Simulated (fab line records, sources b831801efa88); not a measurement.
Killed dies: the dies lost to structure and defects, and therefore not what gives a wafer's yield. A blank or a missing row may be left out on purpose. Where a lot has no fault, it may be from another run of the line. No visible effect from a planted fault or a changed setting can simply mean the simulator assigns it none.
8D (eight disciplines) problem report, filled in by code	flow sky130	the parts of the form that need people (team, actions taken, sign-off) are left out

== 1. PROBLEM STATEMENT ==
Across 6 wafers from 2 lots, GATE_OXIDE_OXIDATION_00_THK at SKY_GATE_OXIDE_THK_MEAS_02 averages 9.35 nm, while fault-free wafers read 10.24 nm with a standard deviation of 0.15. That is -5.9 standard deviations from the usual mean.
Earliest sighting: wafer L775.1 on film_metro-01 at day 15 05:26. The record has a number at this step for 39 wafers belonging to 13 lots. Rule for "out", or "out of limits": more than 4 standard deviations from the usual mean. Any other wafer with a number is counted as sound.

== 2. WHAT IT IS AND WHAT IT IS NOT ==
question	is	is not
which readings at this step	GATE_OXIDE_OXIDATION_00_THK	-
which lots	L775, L777	L769, L770, L771, L772, L774, L784, L785, L786, L787, L789, L790
which wafers of those lots	all that have a number	-
read on which gauges	film_metro-01, film_metro-03	film_metro-02
when	from day 15 05:26	up to then (15 sound wafers); but 18 sound wafers of L784, L785, L786, L787, L789, L790 came after

== 3. WHAT RULES OUT EACH SUSPECT ==
Counting: a tool stays on the suspect list if, at a process step up to the reading, it processed all lots that are out and no sound lot following the first of them.
- the gauge at SKY_GATE_OXIDE_THK_MEAS_02 has been ruled out. Those wafers that are out were read across 2 gauges (film_metro-01, film_metro-03).
- furnace-01 at SKY_GATE_OXIDE_OXIDATION_01 (stabilise 600 s, purge 300 s, target thk 10.268 nm): ruled out as a lasting fault. Following L775 (day 15 04:02), the first lot on it that is out, the sound lots L784, L785, L786, L787, L789, L790 were run on it.
Left after counting: nothing in the record.

== 4. THE CAUSE (what the simulator had put in) ==
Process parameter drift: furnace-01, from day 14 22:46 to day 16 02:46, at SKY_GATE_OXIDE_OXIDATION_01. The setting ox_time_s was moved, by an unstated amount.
The count ruled it out by mistake, since the rule takes a fault to strike every lot its tool runs from the start of the fault on, and this one did not do so.

== 5. THE EFFECT CHAIN, in route order ==
Each row: a reading whose mean over the struck wafers that have a number lies more than 3 standard deviations from the usual. Only readings whose record carries a usual standard deviation are examined. hours: median over the lots of the time between each lot's start at the first step of this table that gives one and its start at this step. sigmas: the change, counted in usual standard deviations.
hours	step	reading	usual	on struck wafers	change	sigmas
0	SKY_GATE_OXIDE_THK_MEAS_02	GATE_OXIDE_OXIDATION_00_THK	10.24 nm	9.35	-0.89	-5.9
Later steps that measure or inspect, where all struck wafers having a row at the step show a number for every such reading and not one has moved that far: SKY_GATE_OXIDE_TW_MEAS_14, SKY_POLY_GATE_THK_MEAS_01.

== 6. WHAT WOULD HAVE CAUGHT IT SOONER ==
The first out-of-limits reading at a measuring or inspecting step in this record came at day 15 05:26, 7 hours after the fault's start at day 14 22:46.
Of the tool readings at SKY_GATE_OXIDE_OXIDATION_01 for which the record gives a usual standard deviation, none was out on any struck wafer, so an alarm limit of 4 standard deviations on them would not have fired.
